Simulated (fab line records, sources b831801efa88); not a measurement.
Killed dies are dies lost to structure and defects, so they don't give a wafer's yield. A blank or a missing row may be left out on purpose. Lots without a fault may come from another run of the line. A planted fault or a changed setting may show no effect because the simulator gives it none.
fab line records | flow sfq_line
record lots=6 wafers=18 last_day=84
route steps=325 shown I7@303 M8@311
lots that met no fault: from a run of the same line without faults
start_h: hours from the record's first day to the start of the lot's first wafer shown | wait_h: hours since the lot's step before | " the same as in the row above | L1.1+2: a row that stands for several wafers | - no value, or no start given | * or withheld: withheld | < > ~ a bound
route shown NAME@n: a module of which the file shows steps, and the number in the route of the first | usual: mean/standard deviation of fault-free wafers | same: alike in all rows | chamber/n: place in a boat | sites: the reading at each site | _std_site: their standard deviation | _edge_site: outer sites' mean less inner sites' | radius_mm: how far each site lies from the wafer's centre | mask NAME#n: copy n | behind: the tool/chamber that last shaped the wafer | hold: why the lot was held/for how many hours/how that ended | device: the transistor (n, p or np) that didn't switch | end of line: the same wafers' tests at the end of the route | a step without rows: its recipe alone | killed: dies lost to structure and defects at the first sort, not the wafer's yield | map: a wafer's dies, x killed, . not, _ none there
set.NAME: the setting as run; set.NAME@STEP: as run at that earlier step | model.NAME: the simulator's own value behind a step, which no gauge read
lots at some steps of the route; a table a step, a row a wafer
services: from which hour (start_h, from the record's first day; less than 0 if before it) a tool's chamber was out of use, for how many hours, and why
## steps
# step SFQ_TRILAYER_I7_VIA_LITHO_EXPOSE_188
# recipe mask_id=I7 na=0.6 source_shape=conventional sigma_outer=0.65 target_cd_nm=1000 dose_mj=21.3
# step SFQ_TRILAYER_I7_VIA_LITHO_PEB_190
# recipe peb_temp_c=115 peb_time_s=60 resist=KrF
# step SFQ_TRILAYER_I7_VIA_LITHO_DEVELOP_189
# recipe time_s=60 resist=KrF
# step SFQ_I7_OVL_MEAS_947
# usual I7_OVL=-1/5.1
# columns lot.wafer tool chamber start_h wait_h I7_OVL[nm]
L836.1 overlay-02 - 1790.76 0.1 -5
L836.4 " - " " -9
L836.6 " - " " -12
L837.1 overlay-01 - 1831.90 0.1 -4
L837.3 " - " " 6
L837.5 " - " " 10
L848.2 overlay-02 - 2000.20 0.1 -3
L848.3 " - " " -1
L848.5 " - " " 0
L849.1 overlay-01 - 2006.20 0.1 7
L849.2 " - " " 1
L849.5 " - " " -2
L852.3 overlay-01 - 2017.01 0.1 1
L852.4 " - " " -1
L852.5 " - " " 4
L853.1 overlay-02 - 2018.32 0.1 7
L853.4 " - " " 5
L853.5 " - " " -2
# step SFQ_TRILAYER_I7_VIA_BARC_OPEN_VIA_ETCH_260
# recipe mask_material=PR chemistry=O2 target_depth_nm=125 target=BARC source_w=500 bias_w=80 pressure_mtorr=30 time_s=41.7
# usual drypump_motor_current_A=5.6/0.46 oes_product_au=0.685/0.0044
# columns lot.wafer tool chamber start_h wait_h drypump_motor_current_A oes_product_au rf_hours_counter_h
L836.1 rie_diel-01 2 1790.80 0.0 5.1 0.687 17
L836.4 " 0 " " 5.7 0.685 18
L836.6 " 0 " " 5.8 0.685 -
L837.1 rie_diel-04 1 1831.94 0.0 6.2 0.685 4
L837.3 " 3 " " 6.2 0.696 11
L837.5 " 3 " " 6.3 0.685 -
L848.2 rie_diel-01 1 2000.23 0.0 5.1 0.680 3
L848.3 " 3 " " 5.1 0.677 20
L848.5 " 0 " " 5.8 0.682 -
L849.1 rie_diel-01 3 2006.23 0.0 5.1 0.691 20
L849.2 " 1 " " 5.1 0.694 3
L849.5 " 2 " " 5.1 0.688 -
L852.3 rie_diel-02 3 2017.03 0.0 5.9 0.676 7
L852.4 " 1 " " 5.7 0.684 -
L852.5 " 3 " " 5.9 0.683 -
L853.1 rie_diel-01 1 2018.36 0.0 5.1 0.683 3
L853.4 " 0 " " 5.7 0.684 1
L853.5 " 2 " " 5.1 0.691 -
# step SFQ_TRILAYER_I7_VIA_ETCH_VIA_ETCH_190
# recipe target=SiO2 stop_on=Nb mask_material=PR taper_deg=20 chemistry=CHF3 target_depth_nm=260 source_w=500 bias_w=80 pressure_mtorr=30 time_s=withheld
# usual drypump_motor_current_A=5.6/0.46 oes_product_au=0.854/0.0054
# columns lot.wafer tool chamber start_h wait_h drypump_motor_current_A oes_product_au
L836.1 rie_diel-01 2 1790.84 0.0 5.1 0.850
L836.4 " 0 " " 5.7 0.857
L836.6 " 0 " " 5.8 0.865
L837.1 rie_diel-04 1 1831.98 0.0 6.2 0.856
L837.3 " 3 " " 6.3 0.864
L837.5 " 3 " " 6.2 0.853
L848.2 rie_diel-01 1 2000.27 0.0 5.0 0.857
L848.3 " 3 " " 5.1 0.854
L848.5 " 0 " " 5.8 0.852
L849.1 rie_diel-01 3 2006.27 0.0 5.1 0.849
L849.2 " 1 " " 5.1 0.856
L849.5 " 2 " " 5.1 0.845
L852.3 rie_diel-02 3 2017.07 0.0 5.9 0.851
L852.4 " 1 " " 5.7 0.858
L852.5 " 3 " " 5.9 0.857
L853.1 rie_diel-01 1 2018.40 0.0 5.1 0.855
L853.4 " 0 " " 5.8 0.854
L853.5 " 2 " " 5.1 0.854
# step SFQ_TRILAYER_I7_VIA_STRIP_STRIP_191
# recipe gas=O2 power_w=200 platen_temp_c=40 overash_fraction=0.6759 chemistry=O2 pressure_mtorr=50
# usual drypump_motor_current_A=5.8/0.53 oes_product_au=0.997/0.0094
# columns lot.wafer tool chamber start_h wait_h drypump_motor_current_A oes_product_au rf_hours_counter_h
L836.1 rie_metal-02 1 1790.95 - 5.4 0.991 60
L836.4 " 0 " " 6.7 0.993 -
L836.6 " 1 " " 5.4 0.982 -
L837.1 rie_metal-02 1 1832.09 - 5.4 0.989 64
L837.3 " 1 " " 5.4 0.995 -
L837.5 " 1 " " 5.4 0.990 -
L848.2 rie_metal-02 1 2000.39 - 5.4 0.991 85
L848.3 " 1 " " 5.4 0.987 -
L848.5 " 1 " " 5.4 0.987 -
L849.1 rie_metal-02 1 2006.39 - 5.4 0.996 86
L849.2 " 0 " " 6.7 1.018 95
L849.5 " 1 " " 5.4 0.994 -
L852.3 rie_metal-04 1 2017.39 - 5.5 0.991 -
L852.4 " 0 " " 5.8 0.978 -
L852.5 " 1 " " 5.5 0.991 -
L853.1 rie_metal-02 0 2018.51 - 6.7 1.000 97
L853.4 " 0 " " 6.7 1.001 -
L853.5 " 1 " " 5.4 0.979 -
# step SFQ_TRILAYER_I7_VIA_STRIP_SOLV_CLEAN_192
# recipe chemistry=NMP temp_c=70 time_s=600
# step SFQ_TRILAYER_M8_LITHO_LOR_COAT_197
# recipe resist=lift-off spin_rpm=3000
# step SFQ_TRILAYER_M8_LITHO_LOR_BAKE_198
# recipe resist=lift-off temp_c=withheld time_s=withheld
# step SFQ_TRILAYER_M8_LITHO_COAT_193
# recipe resist=KrF spin_rpm=3000 resist_thk_nm=600
# step SFQ_TRILAYER_M8_LITHO_SOFTBAKE_199
# recipe temp_c=withheld time_s=withheld resist=KrF
# step SFQ_TRILAYER_M8_LITHO_EXPOSE_194
# recipe mask_id=M8 na=0.6 source_shape=conventional sigma_outer=0.65 target_cd_nm=2000 dose_mj=14.4
# usual exposure_dose_mJ_cm2=14.399/0.014 focus_offset_nm=0.0/0.49 stage_vel_mm_s=499.98/0.26
# same sigma_outer=0.65
# columns lot.wafer tool chamber start_h wait_h mask exposure_dose_mJ_cm2 focus_offset_nm stage_vel_mm_s
L836.1 krf_scanner-02 0 1893.53 - M8#0 14.382 0.6 500.15
L836.4 " 0 " " M8#0 14.396 -0.7 500.13
L836.6 " 0 " " M8#0 14.393 0.2 500.29
L837.1 krf_scanner-02 0 1930.98 - M8#0 14.418 -0.1 500.10
L837.3 " 0 " " M8#0 14.410 -0.5 499.87
L837.5 " 0 " " M8#0 14.405 0.0 500.02
L848.2 krf_scanner-01 0 2005.02 - M8#0 16.272 0.0 499.48
L848.3 " 0 " " M8#0 16.272 0.8 500.19
L848.5 " 0 " " M8#0 16.269 0.4 500.04
L849.1 krf_scanner-01 0 2008.46 - M8#0 16.261 0.0 500.18
L849.2 " 0 " " M8#0 16.270 0.6 499.99
L849.5 " 0 " " M8#0 16.273 0.0 500.07
L852.3 krf_scanner-02 0 2019.79 - M8#0 14.419 -0.1 500.02
L852.4 " 0 " " M8#0 14.428 0.3 500.17
L852.5 " 0 " " M8#0 14.405 0.4 500.33
L853.1 krf_scanner-02 0 2020.59 - M8#0 14.401 0.6 500.13
L853.4 " 0 " " M8#0 14.390 -0.2 499.81
L853.5 " 0 " " M8#0 14.397 0.1 500.10
# step SFQ_TRILAYER_M8_LITHO_PEB_196
# recipe peb_temp_c=115 peb_time_s=60 resist=KrF
## services
# columns tool chamber start_h hours kind
rie_diel-04 1 1769.07 3.3 repair
krf_scanner-01 - 1778.21 0.8 pm
rie_diel-04 2 1784.22 23.4 repair
rie_diel-04 - 1786.57 2.8 pm
rie_diel-01 3 1815.16 1.3 repair
rie_diel-01 1 1823.23 7.5 repair
rie_diel-01 0 1833.46 9.9 repair
krf_scanner-01 - 1837.37 3.2 repair
krf_scanner-02 - 1847.94 1.0 pm
rie_diel-04 1 1853.17 5.0 repair
krf_scanner-01 - 1862.20 4.0 pm
krf_scanner-01 - 1867.42 1.0 pm
rie_diel-02 1 1897.44 11.0 repair
krf_scanner-02 - 1909.13 0.8 pm
rie_diel-02 1 1916.14 21.5 repair
rie_diel-04 - 1918.04 0.2 repair
krf_scanner-02 - 1932.18 1.3 pm
krf_scanner-02 - 1938.28 4.0 pm
rie_metal-02 1 1941.13 14.3 repair
rie_metal-02 - 1975.73 0.3 repair
rie_diel-01 2 1993.81 8.0 repair
rie_metal-02 1 2009.68 1.4 repair
krf_scanner-02 - 2016.70 1.0 pm
rie_metal-02 - 2019.11 1.4 pm
## key
first_sign step=SFQ_TRILAYER_M8_LITHO_EXPOSE_194 reading=exposure_dose_mJ_cm2 direction=up sigmas=99+ usual=14.399 struck=16.269
effect none on later readings
met_at SFQ_TRILAYER_M8_LITHO_EXPOSE_194
struck_wafers L848.2,L848.3,L848.5,L849.1,L849.2,L849.5
fault kind=process_parameter_drift tool=krf_scanner-01 chamber=- onset_h=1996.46 steps=SFQ_TRILAYER_M8_LITHO_EXPOSE_194 channel=dose_mj offset=1.8648 shape=step acts_in=these_recipes_only stated=14.4
